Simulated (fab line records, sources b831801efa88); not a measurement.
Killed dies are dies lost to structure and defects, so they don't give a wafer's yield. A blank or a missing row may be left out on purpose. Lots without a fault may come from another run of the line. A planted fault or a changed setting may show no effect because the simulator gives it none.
fab line records | flow gf180mcu
record lots=24 wafers=72 last_day=34
route steps=602 shown STI@31 NWELL@49 VT_IMPLANT@135 M2@364 V5@555
lots that met no fault: from a run of the same line without faults
start_h: hours from the record's first day to the start of the lot's first wafer shown | wait_h: hours since the lot's step before | " the same as in the row above | L1.1+2: a row that stands for several wafers | - no value, or no start given | * or withheld: withheld | < > ~ a bound
route shown NAME@n: a module of which the file shows steps, and the number in the route of the first | usual: mean/standard deviation of fault-free wafers | same: alike in all rows | chamber/n: place in a boat | sites: the reading at each site | _std_site: their standard deviation | _edge_site: outer sites' mean less inner sites' | radius_mm: how far each site lies from the wafer's centre | mask NAME#n: copy n | behind: the tool/chamber that last shaped the wafer | hold: why the lot was held/for how many hours/how that ended | device: the transistor (n, p or np) that didn't switch | end of line: the same wafers' tests at the end of the route | a step without rows: its recipe alone | killed: dies lost to structure and defects at the first sort, not the wafer's yield | map: a wafer's dies, x killed, . not, _ none there
set.NAME: the setting as run; set.NAME@STEP: as run at that earlier step | model.NAME: the simulator's own value behind a step, which no gauge read
steps of the route over a sample of lots; a table a step, a row a wafer
services: from which hour (start_h, from the record's first day; less than 0 if before it) a tool's chamber was out of use, for how many hours, and why
## steps
# step GF_STI_THK_MEAS_30
# recipe reads=SiO2_of_STI_OXIDATION_29
# usual STI_OXIDATION_02_THK=9.17/0.22
# columns lot.wafer tool chamber start_h wait_h STI_OXIDATION_02_THK[nm]
L074.2 film_metro-04 - 29.55 0.0 9.30
L074.3 " - " " 9.17
L074.5 " - " " 9.35
L075.1 film_metro-04 - 35.38 0.0 9.13
L075.2 " - " " 9.07
L075.4 " - " " 9.18
L076.1 film_metro-01 - 40.69 0.0 8.78
L076.4 " - " " 9.03
L076.5 " - " " 8.93
L077.4 film_metro-04 - 47.81 0.0 9.25
L077.5 " - " " 9.16
L077.6 " - " " 9.16
L078.3 film_metro-03 - 50.83 0.0 8.91
L078.4 " - " " 9.02
L078.5 " - " " 9.08
L079.2 film_metro-01 - 56.52 0.0 9.05
L079.4 " - " " 9.06
L079.6 " - " " 9.06
L080.3 film_metro-01 - 62.93 0.0 8.90
L080.4 " - " " 8.86
L080.6 " - " " 9.02
L081.1 film_metro-01 - 66.14 0.0 8.91
L081.3 " - " " 8.91
L081.4 " - " " 8.88
L082.3 film_metro-01 - 71.22 0.0 9.23
L082.5 " - " " 9.33
L082.6 " - " " 9.39
L083.2 film_metro-04 - 75.69 0.0 9.31
L083.3 " - " " 9.20
L083.5 " - " " 9.26
L084.3 film_metro-04 - 81.27 0.0 9.40
L084.4 " - " " 9.60
L084.6 " - " " 9.45
L085.4 film_metro-01 - 87.94 0.0 9.35
L085.5 " - " " 9.28
L085.6 " - " " 9.29
L086.1 film_metro-01 - 91.40 0.0 9.31
L086.2 " - " " 9.27
L086.5 " - " " 9.30
L087.1 film_metro-01 - 96.64 0.0 9.51
L087.3 " - " " 9.29
L087.5 " - " " 9.35
L088.1 film_metro-03 - 102.10 0.0 9.00
L088.3 " - " " 9.23
L088.4 " - " " 9.03
L089.1 film_metro-03 - 107.91 0.0 8.94
L089.2 " - " " 9.00
L089.3 " - " " 8.96
L090.3 film_metro-01 - 113.20 0.0 9.20
L090.5 " - " " 9.37
L090.6 " - " " 9.33
L091.3 film_metro-03 - 116.47 0.0 9.09
L091.4 " - " " 8.95
L091.6 " - " " 9.20
L092.1 film_metro-03 - 124.79 0.0 9.01
L092.2 " - " " 8.96
L092.4 " - " " 9.09
L093.3 film_metro-01 - 130.17 0.0 9.24
L093.4 " - " " 9.05
L093.6 " - " " 9.08
L094.3 film_metro-04 - 133.57 0.0 9.64
L094.4 " - " " 9.52
L094.5 " - " " 9.64
L095.2 film_metro-03 - 142.40 0.0 9.42
L095.4 " - " " 9.51
L095.6 " - " " 9.44
L096.1 film_metro-04 - 144.21 0.0 9.27
L096.2 " - " " 9.28
L096.5 " - " " 9.36
L097.1 film_metro-04 - 150.75 0.0 8.59
L097.3 " - " " 8.86
L097.6 " - " " 8.71
# step GF_NWELL_OVL_MEAS_07
# usual NWELL_OVL=-0.8/1.6
# columns lot.wafer tool chamber start_h wait_h NWELL_OVL[nm]
L074.2 overlay-01 - 54.45 - 0.8
L074.3 " - " " -2.4
L074.5 " - " " 0.2
L075.1 overlay-01 - 60.32 - -2.9
L075.2 " - " " -3.2
L075.4 " - " " -2.6
L076.1 overlay-01 - 65.29 - 2.6
L076.4 " - " " -0.7
L076.5 " - " " 0.7
L077.4 overlay-01 - 72.01 - 1.0
L077.5 " - " " 2.9
L077.6 " - " " 0.0
L078.3 overlay-01 - 77.62 - -1.2
L078.4 " - " " -1.5
L078.5 " - " " -1.9
L079.2 overlay-01 - 83.21 - 1.3
L079.4 " - " " 3.2
L079.6 " - " " 2.2
L080.3 overlay-01 - 90.35 - -0.8
L080.4 " - " " -0.5
L080.6 " - " " 0.4
L081.1 overlay-01 - 92.99 - 0.5
L081.3 " - " " -2.4
L081.4 " - " " -1.1
L082.3 overlay-01 - 99.30 - 0.7
L082.5 " - " " -0.6
L082.6 " - " " -0.1
L083.2 overlay-01 - 104.36 - -3.6
L083.3 " - " " 0.8
L083.5 " - " " 0.3
L084.3 overlay-01 - 108.80 - -3.6
L084.4 " - " " -1.6
L084.6 " - " " -0.9
L085.4 overlay-01 - 116.31 - -3.5
L085.5 " - " " -1.7
L085.6 " - " " -3.9
L086.1 overlay-01 - 120.61 - -0.2
L086.2 " - " " -1.5
L086.5 " - " " -1.0
L087.1 overlay-01 - 125.41 - -1.9
L087.3 " - " " 0.8
L087.5 " - " " -2.0
L088.1 overlay-01 - 130.81 - 2.0
L088.3 " - " " 1.4
L088.4 " - " " 1.4
L089.1 overlay-01 - 137.94 - -2.1
L089.2 " - " " -3.0
L089.3 " - " " -3.8
L090.3 overlay-02 - 143.25 - 1.6
L090.5 " - " " 0.4
L090.6 " - " " 0.6
L091.3 overlay-02 - 145.82 - 0.1
L091.4 " - " " -0.3
L091.6 " - " " 0.0
L092.1 overlay-02 - 154.64 - 0.5
L092.2 " - " " 0.2
L092.4 " - " " -0.1
L093.3 overlay-01 - 161.32 - -2.4
L093.4 " - " " -1.2
L093.6 " - " " -1.6
L094.3 overlay-02 - 164.85 - 0.5
L094.4 " - " " 0.4
L094.5 " - " " -0.2
L095.2 overlay-01 - 173.41 - 0.2
L095.4 " - " " -0.5
L095.6 " - " " 2.3
L096.1 overlay-01 - 176.24 - -1.9
L096.2 " - " " -0.1
L096.5 " - " " -2.1
L097.1 overlay-01 - 183.19 - -2.8
L097.3 " - " " -2.9
L097.6 " - " " -3.1
# step GF_VT_IMPLANT_RTA_45
# recipe temp_c=1050 time_s=30 ambient=N2
# usual lamp_power_pct=42/5.9 wafer_temp_C_max=1054.2/0.96
# columns lot.wafer tool chamber start_h wait_h lamp_power_pct wafer_temp_C_max
L074.2 rtp_anneal-02 0 156.30 0.0 35 1054.3
L074.3 " 0 " " 35 1055.0
L074.5 " 0 " " 35 1055.0
L075.1 rtp_anneal-02 0 163.94 0.0 35 1054.1
L075.2 " 0 " " 35 1055.4
L075.4 " 0 " " 35 1053.7
L076.1 rtp_anneal-01 0 169.14 0.0 47 1054.0
L076.4 " 0 " " 47 1053.1
L076.5 " 0 " " 47 1052.9
L077.4 rtp_anneal-02 0 177.63 0.1 35 1054.5
L077.5 " 0 " " 35 1054.5
L077.6 " 0 " " 35 1055.8
L078.3 rtp_anneal-01 0 184.37 0.0 47 1054.4
L078.4 " 0 " " 47 1053.2
L078.5 " 0 " " 47 1053.5
L079.2 rtp_anneal-01 0 190.45 0.0 47 1054.4
L079.4 " 0 " " 47 1052.8
L079.6 " 0 " " 47 1053.6
L080.3 rtp_anneal-02 0 199.93 0.0 35 1056.9
L080.4 " 0 " " 35 1054.3
L080.6 " 0 " " 35 1054.3
L081.1 rtp_anneal-02 0 203.39 0.0 35 1054.3
L081.3 " 0 " " 35 1055.5
L081.4 " 0 " " 35 1055.1
L082.3 rtp_anneal-02 0 211.44 0.0 35 1056.4
L082.5 " 0 " " 35 1054.4
L082.6 " 0 " " 35 1055.8
L083.2 rtp_anneal-01 0 216.87 0.0 47 1052.9
L083.3 " 0 " " 47 1054.2
L083.5 " 0 " " 47 1055.1
L084.3 rtp_anneal-01 0 223.52 0.0 47 1053.5
L084.4 " 0 " " 47 1053.0
L084.6 " 0 " " 47 1053.0
L085.4 rtp_anneal-02 0 233.04 0.1 35 1055.4
L085.5 " 0 " " 35 1055.9
L085.6 " 0 " " 35 1054.7
L086.1 rtp_anneal-02 0 236.29 0.0 35 1054.6
L086.2 " 0 " " 35 1057.5
L086.5 " 0 " " 35 1055.3
L087.1 rtp_anneal-01 0 242.43 0.0 47 1053.8
L087.3 " 0 " " 47 1054.1
L087.5 " 0 " " 47 1053.7
L088.1 rtp_anneal-01 0 249.03 0.0 47 1053.9
L088.3 " 0 " " 47 1052.9
L088.4 " 0 " " 47 1054.0
L089.1 rtp_anneal-01 0 258.43 0.0 47 1053.5
L089.2 " 0 " " 47 1053.4
L089.3 " 0 " " 47 1053.4
L090.3 rtp_anneal-01 0 264.23 0.0 47 1053.1
L090.5 " 0 " " 47 1054.0
L090.6 " 0 " " 47 1054.6
L091.3 rtp_anneal-02 0 270.11 0.0 35 1054.1
L091.4 " 0 " " 35 1054.6
L091.6 " 0 " " 35 1055.5
L092.1 rtp_anneal-02 0 280.89 0.0 35 1054.9
L092.2 " 0 " " 35 1057.5
L092.4 " 0 " " 35 1055.3
L093.3 rtp_anneal-01 0 287.11 0.0 47 1054.3
L093.4 " 0 " " 47 1053.8
L093.6 " 0 " " 47 1054.4
L094.3 rtp_anneal-01 0 292.58 0.0 47 1054.5
L094.4 " 0 " " 47 1054.2
L094.5 " 0 " " 47 1053.2
L095.2 rtp_anneal-01 0 303.42 0.0 47 1053.2
L095.4 " 0 " " 47 1053.4
L095.6 " 0 " " 47 1054.8
L096.1 rtp_anneal-02 0 306.43 0.0 35 1055.6
L096.2 " 0 " " 35 1054.0
L096.5 " 0 " " 35 1054.2
L097.1 rtp_anneal-01 0 315.80 0.0 47 1053.6
L097.3 " 0 " " 47 1054.1
L097.6 " 0 " " 47 1054.5
# step GF_M2_SPUTTER_02
# recipe material=AlCu target_thk_nm=450 power_w=10600 time_s=23.9 chamber_pressure_pa=0.4
# usual throttle_valve_pct=30.5/0.86
# columns lot.wafer tool chamber start_h wait_h throttle_valve_pct
L074.2 pvd_sputter-04 - 411.14 0.0 29.8
L074.3 " - " " 31.6
L074.5 " - " " 29.1
L075.1 pvd_sputter-02 - 417.44 0.0 31.8
L075.2 " - " " 28.9
L075.4 " - " " 30.3
L076.1 pvd_sputter-04 - 429.94 0.0 30.1
L076.4 " - " " 31.0
L076.5 " - " " 29.4
L077.4 pvd_sputter-04 - 441.62 0.0 31.4
L077.5 " - " " 31.3
L077.6 " - " " 30.2
L078.3 pvd_sputter-02 - 455.38 0.0 31.3
L078.4 " - " " 31.8
L078.5 " - " " 30.3
L079.2 pvd_sputter-02 - 459.57 0.0 29.4
L079.4 " - " " 30.2
L079.6 " - " " 31.5
L080.3 pvd_sputter-04 - 470.24 0.0 29.5
L080.4 " - " " 31.2
L080.6 " - " " 31.2
L081.1 pvd_sputter-02 - 484.20 0.0 30.2
L081.3 " - " " 29.4
L081.4 " - " " 30.5
L082.3 pvd_sputter-02 - 486.81 0.0 30.4
L082.5 " - " " 30.4
L082.6 " - " " 31.3
L083.2 pvd_sputter-04 - 492.55 0.0 29.3
L083.3 " - " " 31.2
L083.5 " - " " 29.6
L084.3 pvd_sputter-02 - 501.63 0.0 30.9
L084.4 " - " " 29.1
L084.6 " - " " 29.0
L085.4 pvd_sputter-03 - 514.32 0.0 29.6
L085.5 " - " " 29.2
L085.6 " - " " 30.7
L086.1 pvd_sputter-04 - 520.63 0.0 30.9
L086.2 " - " " 31.3
L086.5 " - " " 31.1
L087.1 pvd_sputter-02 - 528.53 0.0 30.6
L087.3 " - " " 31.7
L087.5 " - " " 29.1
L088.1 pvd_sputter-03 - 535.14 0.0 31.1
L088.3 " - " " 30.0
L088.4 " - " " 29.6
L089.1 pvd_sputter-02 - 549.59 0.0 31.6
L089.2 " - " " 31.4
L089.3 " - " " 30.4
L090.3 pvd_sputter-02 - 553.98 0.0 31.9
L090.5 " - " " 30.4
L090.6 " - " " 31.8
L091.3 pvd_sputter-04 - 562.92 0.0 31.4
L091.4 " - " " 29.5
L091.6 " - " " 30.9
L092.1 pvd_sputter-04 - 570.70 0.0 31.5
L092.2 " - " " 30.2
L092.4 " - " " 29.3
L093.3 pvd_sputter-03 - 574.75 0.0 29.2
L093.4 " - " " 29.8
L093.6 " - " " 29.4
L094.3 pvd_sputter-02 - 586.23 0.0 29.3
L094.4 " - " " 31.7
L094.5 " - " " 30.5
L095.2 pvd_sputter-04 - 595.54 0.0 29.5
L095.4 " - " " 31.2
L095.6 " - " " 31.2
L096.1 pvd_sputter-02 - 601.92 0.0 31.6
L096.2 " - " " 29.0
L096.5 " - " " 31.6
L097.1 pvd_sputter-03 - 610.68 0.0 31.3
L097.3 " - " " 30.4
L097.6 " - " " 31.1
# step GF_M2_STRIP_17
# recipe chemistry=O2/N2 power_w=1400 pressure_mtorr=1500 platen_temp_c=250 o2_flow_sccm=3000 n2_flow_sccm=300 overash_fraction=0.5
# usual drypump_motor_current_A=5.78/0.24 heater_power_w=309/28 oes_product_au=0.538/0.0049 strip_time_to_endpoint_s=7.40/0.053
# columns lot.wafer tool chamber start_h wait_h drypump_motor_current_A heater_power_w oes_product_au rf_hours_counter_h strip_time_to_endpoint_s
L074.2 plasma_asher-04 1 435.32 0.1 5.39 299 0.536 67 7.40
L074.3 " 0 " " 5.75 320 0.534 - 7.37
L074.5 " 1 " " 5.40 303 0.533 - 7.32
L075.1 plasma_asher-03 1 441.99 0.1 5.89 340 0.539 82 7.46
L075.2 " 0 " " 5.71 322 0.542 82 7.50
L075.4 " 0 " " 5.70 331 0.531 - 7.39
L076.1 plasma_asher-04 1 454.98 0.1 5.41 303 0.537 68 7.39
L076.4 " 1 " " 5.38 287 0.536 - 7.40
L076.5 " 0 " " 5.80 310 0.537 - 7.31
L077.4 plasma_asher-03 1 466.29 0.1 5.91 340 0.542 - 7.36
L077.5 " 0 " " 5.66 330 0.539 - 7.37
L077.6 " 1 " " 5.89 339 0.535 - 7.35
L078.3 plasma_asher-02 1 479.62 0.1 5.83 248 0.539 - 7.43
L078.4 " 0 " " 6.16 331 0.531 - 7.41
L078.5 " 0 " " 6.16 327 0.541 - 7.42
L079.2 plasma_asher-02 1 483.28 0.1 5.85 251 0.538 43 7.41
L079.4 " 1 " " 5.83 256 0.537 - 7.41
L079.6 " 0 " " 6.16 336 0.551 - 7.50
L080.3 plasma_asher-02 1 494.61 0.1 5.84 254 0.527 - 7.46
L080.4 " 0 " " 6.15 316 0.538 - 7.42
L080.6 " 1 " " 5.85 258 0.543 - 7.44
L081.1 plasma_asher-02 1 507.75 0.2 5.85 253 0.542 45 7.42
L081.3 " 1 " " 5.85 256 0.545 - 7.37
L081.4 " 0 " " 6.14 328 0.538 - 7.41
L082.3 plasma_asher-04 1 510.56 0.1 5.36 302 0.546 - 7.41
L082.5 " 1 " " 5.38 301 0.543 - 7.46
L082.6 " 0 " " 5.78 317 0.543 - 7.45
L083.2 plasma_asher-04 0 515.78 0.1 5.75 320 0.545 74 7.46
L083.3 " 1 " " 5.40 300 0.538 - 7.44
L083.5 " 1 " " 5.40 301 0.537 - 7.36
L084.3 plasma_asher-04 0 524.66 0.1 5.73 315 0.533 - 7.41
L084.4 " 1 " " 5.40 305 0.535 - 7.33
L084.6 " 1 " " 5.39 297 0.534 - 7.35
L085.4 plasma_asher-02 1 537.70 0.1 5.85 248 0.542 - 7.49
L085.5 " 1 " " 5.83 255 0.543 - 7.49
L085.6 " 0 " " 6.14 324 0.536 - 7.35
L086.1 plasma_asher-02 0 544.13 0.1 6.15 323 0.531 49 7.37
L086.2 " 1 " " 5.84 252 0.535 49 7.36
L086.5 " 0 " " 6.15 328 0.535 - 7.34
L087.1 plasma_asher-03 0 551.88 0.1 5.66 326 0.536 93 7.42
L087.3 " 0 " " 5.65 329 0.538 - 7.40
L087.5 " 0 " " 5.67 333 0.533 - 7.46
L088.1 plasma_asher-04 0 558.54 0.3 5.76 314 0.548 79 7.43
L088.3 " 0 " " 5.76 312 0.535 - 7.44
L088.4 " 1 " " 5.38 299 0.543 - 7.40
L089.1 plasma_asher-02 0 572.17 0.1 6.18 326 0.540 52 7.45
L089.2 " 1 " " 5.82 253 0.538 52 7.46
L089.3 " 0 " " 6.18 323 0.527 - 7.43
L090.3 plasma_asher-04 1 576.61 0.1 5.41 301 0.544 - 7.44
L090.5 " 0 " " 5.73 316 0.536 - 7.42
L090.6 " 1 " " 5.41 297 0.545 - 7.46
L091.3 plasma_asher-04 1 584.67 0.1 5.39 300 0.535 - 7.42
L091.4 " 0 " " 5.77 321 0.543 - 7.42
L091.6 " 0 " " 5.76 312 0.531 - 7.42
L092.1 plasma_asher-03 1 592.79 0.1 5.93 335 0.534 97 7.35
L092.2 " 0 " " 5.68 328 0.531 97 7.38
L092.4 " 1 " " 5.91 339 0.533 - 7.34
L093.3 plasma_asher-03 1 597.11 0.1 5.88 345 0.539 - 7.37
L093.4 " 0 " " 5.66 337 0.535 - 7.33
L093.6 " 0 " " 5.68 325 0.539 - 7.35
L094.3 plasma_asher-04 1 607.86 0.1 5.37 299 0.536 - 7.34
L094.4 " 0 " " 5.75 311 0.543 - 7.40
L094.5 " 1 " " 5.38 297 0.544 - 7.42
L095.2 plasma_asher-03 1 616.87 0.1 5.89 339 0.538 99 7.54
L095.4 " 0 " " 5.65 325 0.541 - 7.52
L095.6 " 1 " " 5.90 332 0.536 - 7.46
L096.1 plasma_asher-02 1 622.66 0.1 5.84 253 0.539 58 7.41
L096.2 " 0 " " 6.14 320 0.536 58 7.36
L096.5 " 0 " " 6.17 327 0.535 - 7.39
L097.1 plasma_asher-03 0 631.89 0.1 5.69 323 0.534 101 7.34
L097.3 " 1 " " 5.88 341 0.539 - 7.43
L097.6 " 0 " " 5.68 322 0.535 - 7.33
# step GF_V5_OVL_MEAS_15
# usual V5_OVL=-1/5.7
# columns lot.wafer tool chamber start_h wait_h V5_OVL[nm]
L074.2 overlay-01 - 629.12 0.1 -1
L074.3 " - " " 1
L074.5 " - " " -8
L075.1 overlay-02 - 634.32 0.1 1
L075.2 " - " " 5
L075.4 " - " " 0
L076.1 overlay-01 - 644.77 0.1 -3
L076.4 " - " " 5
L076.5 " - " " -7
L077.4 overlay-02 - 654.31 0.1 8
L077.5 " - " " -2
L077.6 " - " " 1
L078.3 overlay-01 - 667.03 0.1 -5
L078.4 " - " " 7
L078.5 " - " " -1
L079.2 overlay-01 - 668.17 0.1 -6
L079.4 " - " " -4
L079.6 " - " " -11
L080.3 overlay-02 - 677.97 0.1 -8
L080.4 " - " " 5
L080.6 " - " " 2
L081.1 overlay-01 - 688.43 0.1 -8
L081.3 " - " " -4
L081.4 " - " " 0
L082.3 overlay-02 - 690.63 0.1 -3
L082.5 " - " " 0
L082.6 " - " " -5
L083.2 overlay-01 - 694.86 0.1 -16
L083.3 " - " " -6
L083.5 " - " " -10
L084.3 overlay-02 - 701.97 0.1 -6
L084.4 " - " " -1
L084.6 " - " " -3
L085.4 overlay-01 - 712.12 0.1 -7
L085.5 " - " " -3
L085.6 " - " " -5
L086.1 overlay-02 - 717.47 0.1 6
L086.2 " - " " 0
L086.5 " - " " 3
L087.1 overlay-02 - 723.90 0.1 0
L087.3 " - " " -8
L087.5 " - " " -4
L088.1 overlay-02 - 726.90 0.1 -9
L088.3 " - " " 0
L088.4 " - " " -5
L089.1 overlay-01 - 739.32 0.1 -3
L089.2 " - " " -4
L089.3 " - " " 7
L090.3 overlay-02 - 742.87 0.1 -5
L090.5 " - " " 0
L090.6 " - " " 0
L091.3 overlay-01 - 748.26 0.1 2
L091.4 " - " " 5
L091.6 " - " " 2
L092.1 overlay-01 - 752.67 0.1 2
L092.2 " - " " 2
L092.4 " - " " 12
L093.3 overlay-01 - 758.86 0.1 4
L093.4 " - " " -8
L093.6 " - " " 6
L094.3 overlay-02 - 768.03 0.1 7
L094.4 " - " " 6
L094.5 " - " " 7
L095.2 overlay-01 - 772.67 0.1 6
L095.4 " - " " 1
L095.6 " - " " 2
L096.1 overlay-02 - 777.91 0.1 -3
L096.2 " - " " -5
L096.5 " - " " -1
L097.1 overlay-01 - 785.11 0.1 6
L097.3 " - " " 6
L097.6 " - " " 2
## services
# columns tool chamber start_h hours kind
plasma_asher-04 - 134.02 4.3 repair
pvd_sputter-02 - 196.08 5.4 repair
pvd_sputter-03 - 198.89 0.8 repair
pvd_sputter-02 - 259.73 8.2 repair
pvd_sputter-02 2 274.28 - consumable_replace:kit
pvd_sputter-02 2 274.28 18.0 scheduled_down
pvd_sputter-02 2 274.28 18.0 vent_cycle
plasma_asher-03 - 304.42 14.6 pm
pvd_sputter-02 - 341.19 20.6 repair
rtp_anneal-01 - 357.62 4.5 pm
pvd_sputter-03 - 404.48 2.7 repair
plasma_asher-02 - 418.47 9.0 repair
plasma_asher-03 - 433.75 1.8 repair
plasma_asher-04 - 436.64 9.5 repair
plasma_asher-02 - 458.65 1.2 repair
pvd_sputter-04 - 465.38 3.2 repair
pvd_sputter-02 - 475.48 3.1 repair
pvd_sputter-04 - 478.44 1.6 repair
pvd_sputter-04 - 517.83 1.0 repair
plasma_asher-02 - 572.50 2.3 repair
rtp_anneal-02 - 580.07 4.7 pm
plasma_asher-03 - 595.56 0.5 repair
plasma_asher-04 - 602.22 2.8 pm
plasma_asher-03 - 627.54 2.7 repair
## key
fault none
